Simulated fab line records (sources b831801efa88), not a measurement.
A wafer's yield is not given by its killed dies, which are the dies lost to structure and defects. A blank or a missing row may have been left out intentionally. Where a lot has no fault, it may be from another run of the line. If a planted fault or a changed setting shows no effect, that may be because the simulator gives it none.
What tool caused it? + flow sky130 + 33 wafers sampled from 11 lots at 1 step of a route of 708

== WHAT THE GAUGES READ, wafer by wafer ==
SKY_DNWELL_TW_MEAS_09.
| lot  | measured    | on            | DNWELL_TW      |
|------|-------------|---------------|----------------|
| L331 | day 3 09:09 | film_metro-04 | 1110 1109 1104 |
| L334 | day 4 02:44 | film_metro-01 | 1111 1119 1110 |
| L342 | day 5 20:26 | film_metro-04 | 1110 1112 1112 |
| L343 | day 6 12:47 | film_metro-01 | 1119 1116 1117 |
| L345 | day 7 03:45 | film_metro-01 | 1101 1100 1103 |
| L347 | day 7 15:08 | film_metro-02 | 1103 1105 1107 |
| L348 | day 7 23:48 | film_metro-01 | 1102 1114 1110 |
| L349 | day 8 00:08 | film_metro-04 | 1107 1108 1114 |
| L350 | day 8 09:20 | film_metro-02 | 1093 1085 1099 |
| L353 | day 9 01:11 | film_metro-02 | 1105 1113 1116 |
| L352 | day 9 01:34 | film_metro-01 | 1117 1116 1115 |

== WHAT TOOL EACH LOT RAN ON (gives the tool, then ch and the chambers of the sampled wafers, and finally the start) ==
Record: no process step prior to these readings.

== THE ANSWER, worked out from the rows above alone ==
Rule: the usual values come from the lots themselves. Put in order of their means at a reading, lots are off if they are a third of the lots or fewer, leave a main group of 4 or more, and stand apart from it by a gap of 3 or more times the standard deviation of the main group's means; of several such gaps the widest counts. The tables above print the reading to a certain number of digits; a main group whose means all agree to those digits is not used. A lot without any number at a reading at which 4 lots or more have one is off too. The other lots that the step has rows for count as sound.
Nothing can be told from this: no lot is off at any reading shown.

== WHAT THE SIMULATOR PUT IN ==
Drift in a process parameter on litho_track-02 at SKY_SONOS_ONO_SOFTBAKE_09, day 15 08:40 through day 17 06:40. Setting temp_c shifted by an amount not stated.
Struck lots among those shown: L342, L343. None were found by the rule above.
